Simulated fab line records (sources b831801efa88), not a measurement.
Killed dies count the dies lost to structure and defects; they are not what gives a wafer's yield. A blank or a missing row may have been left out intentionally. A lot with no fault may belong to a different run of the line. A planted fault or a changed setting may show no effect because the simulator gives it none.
fab line records :: flow gf180mcu :: part 2 of 2: steps 29 to 39 of 39
[record]
  lots = 5
  wafers = 15
  lastDay = 34
route steps=602 shown MVSD@71 MVPSD@78 VT_IMPLANT@90
lots that met no fault: from a run of the same line without faults
startH: the number of hours between the record's first day and the start of the first shown wafer of the lot :: waitH: hours from the lot's prior step to this one :: " unchanged from the row above :: L1.1+2: a single row standing in for several wafers :: - no value, or no start given :: * or withheld: withheld :: < > ~ a bound
route shown NAME@n: NAME is a module with steps in the file, n the number in the route of the first one :: usual: mean/standard deviation of fault-free wafers :: same: alike in all rows :: chamber/n: place in a boat :: sites: the reading at each site :: _std_site: standard deviation across them :: _edge_site: the outer-site mean with the inner-site mean subtracted :: radiusMm: how far each site lies from the wafer's centre :: mask NAME#n: copy n :: behind: the most recent tool/chamber to have shaped the wafer :: hold: why the lot went on hold/how many hours it stayed there/how the hold came to an end :: device: transistor that didn't switch, given as n, p or np :: end of line: tests run on the same wafers once the route is complete :: a step given without rows: its recipe and nothing more :: killed: dies that structure and defects cost at the first sort, which is not the same as the wafer's yield :: map: dies across one wafer; x = killed, . = not, _ = none there
set.NAME: the setting as run; set.NAME@STEP: as run at that earlier step :: model.NAME: the simulator's own value behind a step, which no gauge read
lots at some steps of the route; a table a step, a row a wafer
services: when a tool's chamber went out of use (startH, in hours from the record's first day, below 0 if earlier), for how many hours, and the reason
[[steps]]
[step GF_VT_IMPLANT_STRIP_09]
[recipe]
  chemistry = O2/N2
  powerW = 1400
  pressureMtorr = 1500
  platenTempC = 250
  o2FlowSccm = 3000
  n2FlowSccm = 300
  overashFraction = 0.5
[usual]
  drypumpMotorCurrentA = 5.9/0.31
  heaterPowerW = 328/24
  oesProductAu = 0.716/0.0044
  stripTimeToEndpointS = 12.64/0.032
lot.wafer: L080.2
tool: plasmaAsher-03
chamber: 1
startH: 147.90
waitH: 0.1
drypumpMotorCurrentA: 5.4
heaterPowerW: 320
oesProductAu: 0.714
rfHoursCounterH: 51
stripTimeToEndpointS: 12.68

lot.wafer: L080.4
tool: plasmaAsher-03
chamber: 1
startH: 147.90
waitH: 0.1
drypumpMotorCurrentA: 5.4
heaterPowerW: 316
oesProductAu: 0.714
rfHoursCounterH: -
stripTimeToEndpointS: 12.63

lot.wafer: L080.6
tool: plasmaAsher-03
chamber: 1
startH: 147.90
waitH: 0.1
drypumpMotorCurrentA: 5.4
heaterPowerW: 312
oesProductAu: 0.717
rfHoursCounterH: -
stripTimeToEndpointS: 12.65

lot.wafer: L084.1
tool: plasmaAsher-01
chamber: 1
startH: 173.80
waitH: 0.1
drypumpMotorCurrentA: 6.0
heaterPowerW: 327
oesProductAu: 0.716
rfHoursCounterH: 7
stripTimeToEndpointS: 12.61

lot.wafer: L084.3
tool: plasmaAsher-01
chamber: 0
startH: 173.80
waitH: 0.1
drypumpMotorCurrentA: 5.6
heaterPowerW: 300
oesProductAu: 0.717
rfHoursCounterH: -
stripTimeToEndpointS: 12.59

lot.wafer: L084.5
tool: plasmaAsher-01
chamber: 0
startH: 173.80
waitH: 0.1
drypumpMotorCurrentA: 5.6
heaterPowerW: 301
oesProductAu: 0.722
rfHoursCounterH: -
stripTimeToEndpointS: 12.57

lot.wafer: L086.1
tool: plasmaAsher-01
chamber: 0
startH: 184.62
waitH: 0.1
drypumpMotorCurrentA: 5.6
heaterPowerW: 303
oesProductAu: 0.722
rfHoursCounterH: 8
stripTimeToEndpointS: 12.66

lot.wafer: L086.3
tool: plasmaAsher-01
chamber: 1
startH: 184.62
waitH: 0.1
drypumpMotorCurrentA: 6.0
heaterPowerW: 329
oesProductAu: 0.718
rfHoursCounterH: -
stripTimeToEndpointS: 12.64

lot.wafer: L086.6
tool: plasmaAsher-01
chamber: 1
startH: 184.62
waitH: 0.1
drypumpMotorCurrentA: 6.0
heaterPowerW: 327
oesProductAu: 0.713
rfHoursCounterH: -
stripTimeToEndpointS: 12.60

lot.wafer: L087.2
tool: plasmaAsher-01
chamber: 1
startH: 190.10
waitH: 0.1
drypumpMotorCurrentA: 6.0
heaterPowerW: 335
oesProductAu: 0.725
rfHoursCounterH: 8
stripTimeToEndpointS: 12.70

lot.wafer: L087.3
tool: plasmaAsher-01
chamber: 1
startH: 190.10
waitH: 0.1
drypumpMotorCurrentA: 6.0
heaterPowerW: 323
oesProductAu: 0.718
rfHoursCounterH: -
stripTimeToEndpointS: 12.66

lot.wafer: L087.5
tool: plasmaAsher-01
chamber: 0
startH: 190.10
waitH: 0.1
drypumpMotorCurrentA: 5.6
heaterPowerW: 296
oesProductAu: 0.712
rfHoursCounterH: -
stripTimeToEndpointS: 12.65

lot.wafer: L096.2
tool: plasmaAsher-03
chamber: 0
startH: 248.80
waitH: 0.1
drypumpMotorCurrentA: 6.2
heaterPowerW: 385
oesProductAu: 0.723
rfHoursCounterH: 63
stripTimeToEndpointS: 12.64

lot.wafer: L096.4
tool: plasmaAsher-03
chamber: 1
startH: 248.80
waitH: 0.1
drypumpMotorCurrentA: 5.4
heaterPowerW: 316
oesProductAu: 0.714
rfHoursCounterH: -
stripTimeToEndpointS: 12.69

lot.wafer: L096.5
tool: plasmaAsher-03
chamber: 1
startH: 248.80
waitH: 0.1
drypumpMotorCurrentA: 5.4
heaterPowerW: 318
oesProductAu: 0.722
rfHoursCounterH: -
stripTimeToEndpointS: 12.64
[step GF_VT_IMPLANT_TW_MEAS_10]
[usual]
  VT_IMPLANT_TW = 567.9/2.9
lot.wafer: L080.2
tool: filmMetro-04
chamber: -
startH: 148.01
waitH: 0.1
VT_IMPLANT_TW: 569.7

lot.wafer: L080.4
tool: filmMetro-04
chamber: -
startH: 148.01
waitH: 0.1
VT_IMPLANT_TW: 568.3

lot.wafer: L080.6
tool: filmMetro-04
chamber: -
startH: 148.01
waitH: 0.1
VT_IMPLANT_TW: 566.7

lot.wafer: L084.1
tool: filmMetro-02
chamber: -
startH: 173.90
waitH: 0.1
VT_IMPLANT_TW: 566.8

lot.wafer: L084.3
tool: filmMetro-02
chamber: -
startH: 173.90
waitH: 0.1
VT_IMPLANT_TW: 567.0

lot.wafer: L084.5
tool: filmMetro-02
chamber: -
startH: 173.90
waitH: 0.1
VT_IMPLANT_TW: 564.1

lot.wafer: L086.1
tool: filmMetro-04
chamber: -
startH: 184.72
waitH: 0.1
VT_IMPLANT_TW: 563.7

lot.wafer: L086.3
tool: filmMetro-04
chamber: -
startH: 184.72
waitH: 0.1
VT_IMPLANT_TW: 567.5

lot.wafer: L086.6
tool: filmMetro-04
chamber: -
startH: 184.72
waitH: 0.1
VT_IMPLANT_TW: 564.4

lot.wafer: L087.2
tool: filmMetro-01
chamber: -
startH: 190.21
waitH: 0.1
VT_IMPLANT_TW: 563.1

lot.wafer: L087.3
tool: filmMetro-01
chamber: -
startH: 190.21
waitH: 0.1
VT_IMPLANT_TW: 562.5

lot.wafer: L087.5
tool: filmMetro-01
chamber: -
startH: 190.21
waitH: 0.1
VT_IMPLANT_TW: 563.1

lot.wafer: L096.2
tool: filmMetro-02
chamber: -
startH: 248.91
waitH: 0.1
VT_IMPLANT_TW: 570.8

lot.wafer: L096.4
tool: filmMetro-02
chamber: -
startH: 248.91
waitH: 0.1
VT_IMPLANT_TW: 570.6

lot.wafer: L096.5
tool: filmMetro-02
chamber: -
startH: 248.91
waitH: 0.1
VT_IMPLANT_TW: 572.9
[step GF_VT_IMPLANT_DEHYDRATE_11]
[recipe]
  tempC = 200
  timeS = 60
[usual]
  chillPlateTempC = 22.98/0.11
lot.wafer: L080.2
tool: lithoTrack-01
chamber: 0
startH: 155.29
waitH: 7.3
chillPlateTempC: 23.05

lot.wafer: L080.4
tool: lithoTrack-01
chamber: 0
startH: 155.29
waitH: 7.3
chillPlateTempC: 23.13

lot.wafer: L080.6
tool: lithoTrack-01
chamber: 0
startH: 155.29
waitH: 7.3
chillPlateTempC: 23.04

lot.wafer: L084.1
tool: lithoTrack-04
chamber: 0
startH: 181.58
waitH: 7.7
chillPlateTempC: 22.87

lot.wafer: L084.3
tool: lithoTrack-04
chamber: 0
startH: 181.58
waitH: 7.7
chillPlateTempC: 22.92

lot.wafer: L084.5
tool: lithoTrack-04
chamber: 0
startH: 181.58
waitH: 7.7
chillPlateTempC: 22.96

lot.wafer: L086.1
tool: lithoTrack-04
chamber: 0
startH: 191.93
waitH: 7.2
chillPlateTempC: 23.12

lot.wafer: L086.3
tool: lithoTrack-04
chamber: 0
startH: 191.93
waitH: 7.2
chillPlateTempC: 22.96

lot.wafer: L086.6
tool: lithoTrack-04
chamber: 0
startH: 191.93
waitH: 7.2
chillPlateTempC: 22.99

lot.wafer: L087.2
tool: lithoTrack-04
chamber: 0
startH: 197.76
waitH: 7.5
chillPlateTempC: 22.83

lot.wafer: L087.3
tool: lithoTrack-04
chamber: 0
startH: 197.76
waitH: 7.5
chillPlateTempC: 22.96

lot.wafer: L087.5
tool: lithoTrack-04
chamber: 0
startH: 197.76
waitH: 7.5
chillPlateTempC: 22.85

lot.wafer: L096.2
tool: lithoTrack-03
chamber: 0
startH: 257.63
waitH: 8.7
chillPlateTempC: 22.77

lot.wafer: L096.4
tool: lithoTrack-03
chamber: 0
startH: 257.63
waitH: 8.7
chillPlateTempC: 22.86

lot.wafer: L096.5
tool: lithoTrack-03
chamber: 0
startH: 257.63
waitH: 8.7
chillPlateTempC: 23.00
[step GF_VT_IMPLANT_HMDS_12]
[recipe]
  primeTimeS = 60
  primeTempC = 120
[usual]
  chillPlateTempC = 23.00/0.095
lot.wafer: L080.2
tool: lithoTrack-01
chamber: 0
startH: 155.44
waitH: 0.1
chillPlateTempC: 22.88

lot.wafer: L080.4
tool: lithoTrack-01
chamber: 0
startH: 155.44
waitH: 0.1
chillPlateTempC: 22.95

lot.wafer: L080.6
tool: lithoTrack-01
chamber: 0
startH: 155.44
waitH: 0.1
chillPlateTempC: 22.97

lot.wafer: L084.1
tool: lithoTrack-04
chamber: 0
startH: 181.73
waitH: 0.1
chillPlateTempC: 23.16

lot.wafer: L084.3
tool: lithoTrack-04
chamber: 0
startH: 181.73
waitH: 0.1
chillPlateTempC: 22.89

lot.wafer: L084.5
tool: lithoTrack-04
chamber: 0
startH: 181.73
waitH: 0.1
chillPlateTempC: 22.92

lot.wafer: L086.1
tool: lithoTrack-04
chamber: 0
startH: 192.08
waitH: 0.1
chillPlateTempC: 23.23

lot.wafer: L086.3
tool: lithoTrack-04
chamber: 0
startH: 192.08
waitH: 0.1
chillPlateTempC: 22.99

lot.wafer: L086.6
tool: lithoTrack-04
chamber: 0
startH: 192.08
waitH: 0.1
chillPlateTempC: 23.08

lot.wafer: L087.2
tool: lithoTrack-04
chamber: 0
startH: 197.91
waitH: 0.1
chillPlateTempC: 22.92

lot.wafer: L087.3
tool: lithoTrack-04
chamber: 0
startH: 197.91
waitH: 0.1
chillPlateTempC: 22.99

lot.wafer: L087.5
tool: lithoTrack-04
chamber: 0
startH: 197.91
waitH: 0.1
chillPlateTempC: 22.93

lot.wafer: L096.2
tool: lithoTrack-03
chamber: 0
startH: 257.78
waitH: 0.1
chillPlateTempC: 23.07

lot.wafer: L096.4
tool: lithoTrack-03
chamber: 0
startH: 257.78
waitH: 0.1
chillPlateTempC: 22.98

lot.wafer: L096.5
tool: lithoTrack-03
chamber: 0
startH: 257.78
waitH: 0.1
chillPlateTempC: 23.06
[step GF_VT_IMPLANT_COAT_13]
[recipe]
  resist = NOVOLAK
  spinRpm = 3000
  resistThkNm = 1000
[usual]
  chillPlateTempC = 22.99/0.09
lot.wafer: L080.2
tool: lithoTrack-01
chamber: 0
startH: 155.59
waitH: 0.1
chillPlateTempC: 22.85

lot.wafer: L080.4
tool: lithoTrack-01
chamber: 0
startH: 155.59
waitH: 0.1
chillPlateTempC: 23.10

lot.wafer: L080.6
tool: lithoTrack-01
chamber: 0
startH: 155.59
waitH: 0.1
chillPlateTempC: 23.07

lot.wafer: L084.1
tool: lithoTrack-04
chamber: 0
startH: 181.88
waitH: 0.1
chillPlateTempC: 23.02

lot.wafer: L084.3
tool: lithoTrack-04
chamber: 0
startH: 181.88
waitH: 0.1
chillPlateTempC: 23.05

lot.wafer: L084.5
tool: lithoTrack-04
chamber: 0
startH: 181.88
waitH: 0.1
chillPlateTempC: 23.08

lot.wafer: L086.1
tool: lithoTrack-04
chamber: 0
startH: 192.23
waitH: 0.1
chillPlateTempC: 23.19

lot.wafer: L086.3
tool: lithoTrack-04
chamber: 0
startH: 192.23
waitH: 0.1
chillPlateTempC: 22.99

lot.wafer: L086.6
tool: lithoTrack-04
chamber: 0
startH: 192.23
waitH: 0.1
chillPlateTempC: 22.91

lot.wafer: L087.2
tool: lithoTrack-04
chamber: 0
startH: 198.06
waitH: 0.1
chillPlateTempC: 23.22

lot.wafer: L087.3
tool: lithoTrack-04
chamber: 0
startH: 198.06
waitH: 0.1
chillPlateTempC: 23.07

lot.wafer: L087.5
tool: lithoTrack-04
chamber: 0
startH: 198.06
waitH: 0.1
chillPlateTempC: 22.95

lot.wafer: L096.2
tool: lithoTrack-03
chamber: 0
startH: 257.93
waitH: 0.1
chillPlateTempC: 23.05

lot.wafer: L096.4
tool: lithoTrack-03
chamber: 0
startH: 257.93
waitH: 0.1
chillPlateTempC: 23.03

lot.wafer: L096.5
tool: lithoTrack-03
chamber: 0
startH: 257.93
waitH: 0.1
chillPlateTempC: 23.06
[step GF_VT_IMPLANT_SOFTBAKE_14]
[recipe]
  tempC = 90
  timeS = 60
  resist = NOVOLAK
[usual]
  chillPlateTempC = 22.97/0.11
lot.wafer: L080.2
tool: lithoTrack-01
chamber: 0
startH: 155.74
waitH: 0.1
chillPlateTempC: 22.99

lot.wafer: L080.4
tool: lithoTrack-01
chamber: 0
startH: 155.74
waitH: 0.1
chillPlateTempC: 23.13

lot.wafer: L080.6
tool: lithoTrack-01
chamber: 0
startH: 155.74
waitH: 0.1
chillPlateTempC: 23.07

lot.wafer: L084.1
tool: lithoTrack-04
chamber: 0
startH: 182.03
waitH: 0.1
chillPlateTempC: 22.85

lot.wafer: L084.3
tool: lithoTrack-04
chamber: 0
startH: 182.03
waitH: 0.1
chillPlateTempC: 22.85

lot.wafer: L084.5
tool: lithoTrack-04
chamber: 0
startH: 182.03
waitH: 0.1
chillPlateTempC: 22.86

lot.wafer: L086.1
tool: lithoTrack-04
chamber: 0
startH: 192.38
waitH: 0.1
chillPlateTempC: 22.83

lot.wafer: L086.3
tool: lithoTrack-04
chamber: 0
startH: 192.38
waitH: 0.1
chillPlateTempC: 22.84

lot.wafer: L086.6
tool: lithoTrack-04
chamber: 0
startH: 192.38
waitH: 0.1
chillPlateTempC: 22.93

lot.wafer: L087.2
tool: lithoTrack-04
chamber: 0
startH: 198.21
waitH: 0.1
chillPlateTempC: 22.99

lot.wafer: L087.3
tool: lithoTrack-04
chamber: 0
startH: 198.21
waitH: 0.1
chillPlateTempC: 22.98

lot.wafer: L087.5
tool: lithoTrack-04
chamber: 0
startH: 198.21
waitH: 0.1
chillPlateTempC: 22.92

lot.wafer: L096.2
tool: lithoTrack-03
chamber: 0
startH: 258.08
waitH: 0.1
chillPlateTempC: 22.79

lot.wafer: L096.4
tool: lithoTrack-03
chamber: 0
startH: 258.08
waitH: 0.1
chillPlateTempC: 22.97

lot.wafer: L096.5
tool: lithoTrack-03
chamber: 0
startH: 258.08
waitH: 0.1
chillPlateTempC: 23.02
[step GF_VT_IMPLANT_EXPOSE_15]
[recipe]
  maskId = Nwell_LV_AREA
  targetCdNm = 860
  na = 0.6
  sourceShape = conventional
  sigmaOuter = 0.6
  doseMj = 140
lot.wafer: L080.2+4+6
tool: ilineStepper-01
chamber: 0
startH: -
waitH: -
mask: Nwell_LV_AREA#0

lot.wafer: L084.1+3+5
tool: ilineStepper-01
chamber: 0
startH: -
waitH: -
mask: Nwell_LV_AREA#0

lot.wafer: L086.1+3+6
tool: ilineStepper-02
chamber: 0
startH: -
waitH: -
mask: Nwell_LV_AREA#0

lot.wafer: L087.2+3+5
tool: ilineStepper-02
chamber: 0
startH: -
waitH: -
mask: Nwell_LV_AREA#0

lot.wafer: L096.2+4+5
tool: ilineStepper-01
chamber: 0
startH: -
waitH: -
mask: Nwell_LV_AREA#0
[step GF_VT_IMPLANT_PEB_16]
[recipe]
  tempC = withheld
  timeS = *
  resist = NOVOLAK
[usual]
  chillPlateTempC = *
lot.wafer: L080.2
tool: lithoTrack-03
chamber: 0
startH: -
waitH: -
chillPlateTempC: *

lot.wafer: L080.4
tool: lithoTrack-03
chamber: 0
startH: -
waitH: -
chillPlateTempC: *

lot.wafer: L080.6
tool: lithoTrack-03
chamber: 0
startH: -
waitH: -
chillPlateTempC: *

lot.wafer: L084.1
tool: lithoTrack-03
chamber: 0
startH: -
waitH: -
chillPlateTempC: *

lot.wafer: L084.3
tool: lithoTrack-03
chamber: 0
startH: -
waitH: -
chillPlateTempC: *

lot.wafer: L084.5
tool: lithoTrack-03
chamber: 0
startH: -
waitH: -
chillPlateTempC: *

lot.wafer: L086.1
tool: lithoTrack-03
chamber: 0
startH: -
waitH: -
chillPlateTempC: *

lot.wafer: L086.3
tool: lithoTrack-03
chamber: 0
startH: -
waitH: -
chillPlateTempC: *

lot.wafer: L086.6
tool: lithoTrack-03
chamber: 0
startH: -
waitH: -
chillPlateTempC: *

lot.wafer: L087.2
tool: lithoTrack-04
chamber: 0
startH: -
waitH: -
chillPlateTempC: *

lot.wafer: L087.3
tool: lithoTrack-04
chamber: 0
startH: -
waitH: -
chillPlateTempC: *

lot.wafer: L087.5
tool: lithoTrack-04
chamber: 0
startH: -
waitH: -
chillPlateTempC: *

lot.wafer: L096.2
tool: lithoTrack-04
chamber: 0
startH: -
waitH: -
chillPlateTempC: *

lot.wafer: L096.4
tool: lithoTrack-04
chamber: 0
startH: -
waitH: -
chillPlateTempC: *

lot.wafer: L096.5
tool: lithoTrack-04
chamber: 0
startH: -
waitH: -
chillPlateTempC: *
[step GF_VT_IMPLANT_DEVELOP_17]
[recipe]
  developTimeS = 60
  devTempC = 23
[usual]
  chillPlateTempC = 23.01/0.1
[same]
  developTimeS = 60
lot.wafer: L080.2
tool: lithoTrack-03
chamber: 0
startH: 163.69
waitH: 0.1
chillPlateTempC: 23.06

lot.wafer: L080.4
tool: lithoTrack-03
chamber: 0
startH: 163.69
waitH: 0.1
chillPlateTempC: 22.95

lot.wafer: L080.6
tool: lithoTrack-03
chamber: 0
startH: 163.69
waitH: 0.1
chillPlateTempC: 23.18

lot.wafer: L084.1
tool: lithoTrack-03
chamber: 0
startH: 190.66
waitH: 0.1
chillPlateTempC: 22.95

lot.wafer: L084.3
tool: lithoTrack-03
chamber: 0
startH: 190.66
waitH: 0.1
chillPlateTempC: 22.94

lot.wafer: L084.5
tool: lithoTrack-03
chamber: 0
startH: 190.66
waitH: 0.1
chillPlateTempC: 22.87

lot.wafer: L086.1
tool: lithoTrack-03
chamber: 0
startH: 200.61
waitH: 0.1
chillPlateTempC: 23.17

lot.wafer: L086.3
tool: lithoTrack-03
chamber: 0
startH: 200.61
waitH: 0.1
chillPlateTempC: 23.06

lot.wafer: L086.6
tool: lithoTrack-03
chamber: 0
startH: 200.61
waitH: 0.1
chillPlateTempC: 23.01

lot.wafer: L087.2
tool: lithoTrack-04
chamber: 0
startH: 206.51
waitH: 0.1
chillPlateTempC: 22.99

lot.wafer: L087.3
tool: lithoTrack-04
chamber: 0
startH: 206.51
waitH: 0.1
chillPlateTempC: 22.98

lot.wafer: L087.5
tool: lithoTrack-04
chamber: 0
startH: 206.51
waitH: 0.1
chillPlateTempC: 23.15

lot.wafer: L096.2
tool: lithoTrack-04
chamber: 0
startH: 267.46
waitH: 0.1
chillPlateTempC: 23.20

lot.wafer: L096.4
tool: lithoTrack-04
chamber: 0
startH: 267.46
waitH: 0.1
chillPlateTempC: 23.05

lot.wafer: L096.5
tool: lithoTrack-04
chamber: 0
startH: 267.46
waitH: 0.1
chillPlateTempC: 23.21
[step GF_VT_IMPLANT_OVL_MEAS_18]
[usual]
  VT_IMPLANT_01_OVL = -0.4/1.2
lot.wafer: L080.2
tool: overlay-01
chamber: -
startH: 163.82
waitH: 0.1
VT_IMPLANT_01_OVL[nm]: -0.8

lot.wafer: L080.4
tool: overlay-01
chamber: -
startH: 163.82
waitH: 0.1
VT_IMPLANT_01_OVL[nm]: -1.1

lot.wafer: L080.6
tool: overlay-01
chamber: -
startH: 163.82
waitH: 0.1
VT_IMPLANT_01_OVL[nm]: 0.8

lot.wafer: L084.1
tool: overlay-01
chamber: -
startH: 190.81
waitH: 0.1
VT_IMPLANT_01_OVL[nm]: -0.5

lot.wafer: L084.3
tool: overlay-01
chamber: -
startH: 190.81
waitH: 0.1
VT_IMPLANT_01_OVL[nm]: -0.6

lot.wafer: L084.5
tool: overlay-01
chamber: -
startH: 190.81
waitH: 0.1
VT_IMPLANT_01_OVL[nm]: -1.6

lot.wafer: L086.1
tool: overlay-02
chamber: -
startH: 200.76
waitH: 0.1
VT_IMPLANT_01_OVL[nm]: 0.0

lot.wafer: L086.3
tool: overlay-02
chamber: -
startH: 200.76
waitH: 0.1
VT_IMPLANT_01_OVL[nm]: 0.2

lot.wafer: L086.6
tool: overlay-02
chamber: -
startH: 200.76
waitH: 0.1
VT_IMPLANT_01_OVL[nm]: -0.8

lot.wafer: L087.2
tool: overlay-01
chamber: -
startH: 206.64
waitH: 0.1
VT_IMPLANT_01_OVL[nm]: -3.6

lot.wafer: L087.3
tool: overlay-01
chamber: -
startH: 206.64
waitH: 0.1
VT_IMPLANT_01_OVL[nm]: -1.5

lot.wafer: L087.5
tool: overlay-01
chamber: -
startH: 206.64
waitH: 0.1
VT_IMPLANT_01_OVL[nm]: 0.2

lot.wafer: L096.2
tool: overlay-02
chamber: -
startH: 267.59
waitH: 0.1
VT_IMPLANT_01_OVL[nm]: -1.5

lot.wafer: L096.4
tool: overlay-02
chamber: -
startH: 267.59
waitH: 0.1
VT_IMPLANT_01_OVL[nm]: -1.0

lot.wafer: L096.5
tool: overlay-02
chamber: -
startH: 267.59
waitH: 0.1
VT_IMPLANT_01_OVL[nm]: 0.5
[step GF_VT_IMPLANT_IMPLANT_19]
[recipe]
  species = As
  energyKev = 100
  doseCm2 = 4.35e+12
  tiltDeg = 7
lot.wafer: L080.2+4+6
tool: implanter-01
chamber: 0
startH: 163.87
waitH: 0.0

lot.wafer: L084.1+3+5
tool: implanter-01
chamber: 0
startH: 190.85
waitH: 0.0

lot.wafer: L086.1+3+6
tool: implanter-01
chamber: 0
startH: 200.80
waitH: 0.0

lot.wafer: L087.2+3+5
tool: implanter-01
chamber: 0
startH: 206.69
waitH: 0.0

lot.wafer: L096.2+4+5
tool: implanter-04
chamber: 0
startH: 267.64
waitH: 0.0
[[services]]
tool: plasmaAsher-01
chamber: -
startH: 108.75
hours: 9.0
kind: pm

tool: plasmaAsher-01
chamber: 0
startH: 108.75
hours: 9.0
kind: ventCycle

tool: plasmaAsher-01
chamber: 1
startH: 108.75
hours: 9.0
kind: ventCycle

tool: implanter-03
chamber: -
startH: 110.73
hours: 2.4
kind: repair

tool: plasmaAsher-01
chamber: 0
startH: 117.75
hours: -
kind: clean

tool: plasmaAsher-01
chamber: 1
startH: 117.75
hours: -
kind: clean

tool: plasmaAsher-04
chamber: -
startH: 118.19
hours: 1.5
kind: repair

tool: implanter-01
chamber: -
startH: 121.33
hours: 1.8
kind: repair

tool: ilineStepper-01
chamber: -
startH: 132.08
hours: 6.8
kind: repair

tool: implanter-01
chamber: -
startH: 133.57
hours: 3.5
kind: pm

tool: implanter-01
chamber: -
startH: 140.83
hours: 1.7
kind: repair

tool: implanter-04
chamber: -
startH: 140.85
hours: 2.9
kind: repair

tool: plasmaAsher-02
chamber: -
startH: 142.49
hours: 24.3
kind: pm

tool: ilineStepper-02
chamber: -
startH: 148.95
hours: 1.7
kind: pm

tool: implanter-02
chamber: -
startH: 153.18
hours: 3.1
kind: repair

tool: ilineStepper-02
chamber: -
startH: 156.51
hours: 8.9
kind: pm

tool: implanter-02
chamber: -
startH: 216.46
hours: 2.9
kind: pm

tool: implanter-01
chamber: -
startH: 218.87
hours: 12.8
kind: pm

tool: ilineStepper-01
chamber: 0
startH: 230.12
hours: -
kind: calibration

tool: plasmaAsher-01
chamber: -
startH: 231.24
hours: 0.7
kind: repair

tool: implanter-04
chamber: -
startH: 231.37
hours: 4.0
kind: pm

tool: implanter-04
chamber: -
startH: 236.67
hours: 2.0
kind: repair

tool: lithoTrack-01
chamber: -
startH: 246.87
hours: -
kind: consumableReplace:filter

tool: ilineStepper-02
chamber: 0
startH: 252.82
hours: -
kind: calibration
